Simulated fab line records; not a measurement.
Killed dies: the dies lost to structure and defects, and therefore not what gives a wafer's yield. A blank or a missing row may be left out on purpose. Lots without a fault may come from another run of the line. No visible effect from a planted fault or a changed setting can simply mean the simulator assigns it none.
One fault seen from 2 desks -- flow sky130 -- only its own numbers are on each desk; what lay behind them is given at the end

## THE TOOL OWNER'S DESK: lpcvd-01
The tool's own readings at SKY_POLY_GATE_CVD_00 (deposits poly-Si, target thk 180 nm, time 720 s): means of the sampled wafers that have a number, for each lot that ran on this tool. Any lot whose mean is over 4 standard deviations away from the usual mean is out of limits and marked OUT; that distance is given in the brackets.
Columns: A = spike tc bottom C at SKY_POLY_GATE_CVD_00, usual 641.9 C; B = spike tc upper C at SKY_POLY_GATE_CVD_00, usual 621.5 C; C = susceptor temp C at SKY_POLY_GATE_CVD_00, usual 620.02 C
lot,first seen here,A,B,C
L292,day 14 17:20,641.4,621.1,620.14
L293,day 14 17:20,642.7,622.7,620.02
L294,day 15 19:35,641.5,620.1,620.01
L295,day 15 19:35,642.4,621.0,619.79
L301,day 17 04:04,645.5,623.8,622.62 (+9.0) OUT
L302,day 17 15:40,645.8,624.5,622.76 (+9.4) OUT
L310,day 20 07:49,642.0,621.4,620.05
L311,day 20 16:41,641.5,622.5,619.80
L312,day 21 09:19,642.6,621.9,619.97
L313,day 21 19:13,642.6,621.6,620.08
L314,day 21 23:52,643.2,621.5,619.83
L315,day 22 02:24,642.8,621.5,619.64
This desk's finding: out of limits on L301, L302; first on L301, day 17 04:04 (susceptor temp C at SKY_POLY_GATE_CVD_00). L292, L293, L294, L295, L310, L311, L312, L313, L314, L315 stayed within limits.

## FROM THE METROLOGY DESK
What the gauges read, lot by lot, whatever tool the lot ran on: means of the sampled wafers that have a number. Any lot whose mean is over 4 standard deviations away from the usual mean is out of limits and marked OUT; that distance is given in the brackets.
Columns: A = VT_ADJUST_LVTN_TW at SKY_VT_ADJUST_LVTN_TW_MEAS_10, usual 241.6; B = SONOS_ONO_CVD_02_THK at SKY_SONOS_ONO_THK_MEAS_03, usual 10.47 nm; C = POLY_GATE_CVD_00_THK at SKY_POLY_GATE_THK_MEAS_01, usual 181.0 nm; D = POLY_GATE_OXIDATION_THK at SKY_POLY_GATE_THK_MEAS_21, usual 3.95 nm
lot,first seen here,A,B,C,D
L292,day 7 11:58,238.5,10.58,181.7,4.03
L293,day 7 13:51,238.9,10.36,182.3,4.04
L294,day 8 08:43,244.2,10.16,181.2,4.07
L295,day 8 09:34,244.3,10.48,182.8,4.03
L301,day 9 08:49,241.4,10.45,191.4 (+6.1) OUT,3.94
L302,day 9 17:30,239.8,10.60,192.4 (+6.7) OUT,3.96
L310,day 11 18:32,243.9,10.52,181.2,3.93
L311,day 12 03:08,243.3,10.58,180.5,3.95
L312,day 12 16:10,241.0,10.57,183.5,3.97
L313,day 13 03:02,240.6,10.68,180.3,4.04
L314,day 13 05:18,241.0,10.59,180.2,3.92
L315,day 13 06:47,240.2,10.44,179.4,3.90
This desk's result: L301, L302 out of limits, first on L301 (POLY_GATE_CVD_00_THK at SKY_POLY_GATE_THK_MEAS_01), day 17 05:17. L292, L293, L294, L295, L310, L311, L312, L313, L314, L315 stayed within limits.

## BROUGHT TOGETHER
The tool owner's desk could have raised an alarm at day 17 04:04, on L301, L302.
On L301, L302, the metrology desk was in a position to raise an alarm at day 17 05:17.
All the named lots went through SKY_POLY_GATE_CVD_00 on lpcvd-01.

## WHAT WAS PUT IN BY THE SIMULATOR
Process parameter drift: lpcvd-01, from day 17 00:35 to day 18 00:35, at SKY_POLY_GATE_CVD_00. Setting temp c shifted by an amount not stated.
Struck lots among those shown: L301, L302.
Delay (hours) between the fault's onset and each desk's first out-of-limits reading: 3 at the tool owner's desk, 5 at the metrology desk.
